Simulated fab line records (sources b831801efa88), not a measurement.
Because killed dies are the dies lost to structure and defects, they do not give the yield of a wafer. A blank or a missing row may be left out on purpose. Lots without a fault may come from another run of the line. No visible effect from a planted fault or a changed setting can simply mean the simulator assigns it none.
Which tool is to blame? ; flow sky130 ; 15 lots, 45 wafers sampled, at 2 steps of a route of 708

## WHAT THE GAUGES READ, wafer by wafer
Not one reading of a measure or inspect step in the record can be checked against a usual standard deviation.

## EACH LOT AND THE TOOL THAT RAN IT (in order: tool; ch and the chambers of the sampled wafers; start)
lot;SKY_SONOS_TUNNEL_STRIP_11;SKY_PAD_OPEN_PROBE_99
L635;wet_bench-03 ch 3, day 11 04:52;-
L637;wet_bench-03 ch 2, day 12 01:26;-
L639;wet_bench-01 ch 2, day 12 10:18;-
L641;wet_bench-03 ch 0, day 13 05:10;prober-01, day 47 10:43
L642;wet_bench-01 ch 2, day 13 09:43;prober-02, day 47 12:52
L643;wet_bench-02 ch 1, day 13 17:23;prober-01, day 47 18:11
L649;wet_bench-02 ch 2, day 15 19:49;-
L650;wet_bench-03 ch 2, day 16 02:55;-
L651;wet_bench-01 ch 1, day 16 13:32;-
L652;wet_bench-03 ch 3, day 16 21:00;-
L653;wet_bench-01 ch 0, day 17 01:40;-
L654;wet_bench-03 ch 0, day 17 18:45;-
L655;wet_bench-02 ch 3, day 18 04:29;-
L656;wet_bench-03 ch 1, day 18 12:16;-
L657;wet_bench-03 ch 3, day 19 07:02;-
- SKY_SONOS_TUNNEL_STRIP_11: strips in SPM, time 600 s.
- SKY_PAD_OPEN_PROBE_99

## WHAT THE TOOLS THEMSELVES READ (means of the sampled wafers that have a number; where no wafer has one, the mark that the record gives instead)
SKY_SONOS_TUNNEL_STRIP_11.
lot;tool;bath_guard_temp_C (C);bath_heat_duty_pct (%)
L635;wet_bench-03;130.4;14.1
L637;wet_bench-03;130.5;16.5
L639;wet_bench-01;130.2;12.6
L641;wet_bench-03;-;-
L642;wet_bench-01;-;-
L643;wet_bench-02;-;-
L649;wet_bench-02;130.1;14.8
L650;wet_bench-03;130.6;15.9
L651;wet_bench-01;129.3;16.6
L652;wet_bench-03;130.6;14.7
L653;wet_bench-01;129.9;14.2
L654;wet_bench-03;130.0;16.6
L655;wet_bench-02;130.2;12.8
L656;wet_bench-03;130.5;11.9
L657;wet_bench-03;130.5;14.5

SKY_PAD_OPEN_PROBE_99.
lot;tool;killed_at_M0_to_M3;killed_at_M4_up;killed_at_contacts;killed_at_front_end;killed_at_other;killed_dies;killed_on_rim;killed_open;killed_short
L641;prober-01;52;2.3;19;417;1.0;492;96;50;45
L642;prober-02;39;5.3;25;423;0.3;492;96;46;41
L643;prober-01;42;2.7;20;426;0.7;492;96;46;35

## THE ANSWER, worked out from the rows above alone
Rule: what is usual is taken from the lots themselves. Put in order of their means at a reading, lots are off if they are a third of the lots or fewer, leave a main group of 4 or more, and stand apart from it by a gap of 3 or more times the standard deviation of the main group's means; of several such gaps the widest counts. If all means in a main group match to the digits the tables above print for the reading, that group is not used. A lot without any number at a reading at which 4 lots or more have one is off too. Where the step has rows for the other lots, those lots are counted as sound. Order of review: gauges by route order, followed by the tools' own readings, for which a lot's mean as printed above is used. The first step at which some lot is off is used, and at that step the reading that is off furthest; a lot without a number counts as furthest.
Off, at SKY_SONOS_TUNNEL_STRIP_11 on bath_guard_temp_C: L641, L642, L643. Without a number there: L641, L642, L643. Mean 130.2 C and standard deviation 0.36 in the main group.
If a tool, at that step or one of the process steps before it, ran each lot that is off and ran no sound lot following the first of them, it fits. Of those tried, none fits.

## WHAT WAS PUT IN BY THE SIMULATOR
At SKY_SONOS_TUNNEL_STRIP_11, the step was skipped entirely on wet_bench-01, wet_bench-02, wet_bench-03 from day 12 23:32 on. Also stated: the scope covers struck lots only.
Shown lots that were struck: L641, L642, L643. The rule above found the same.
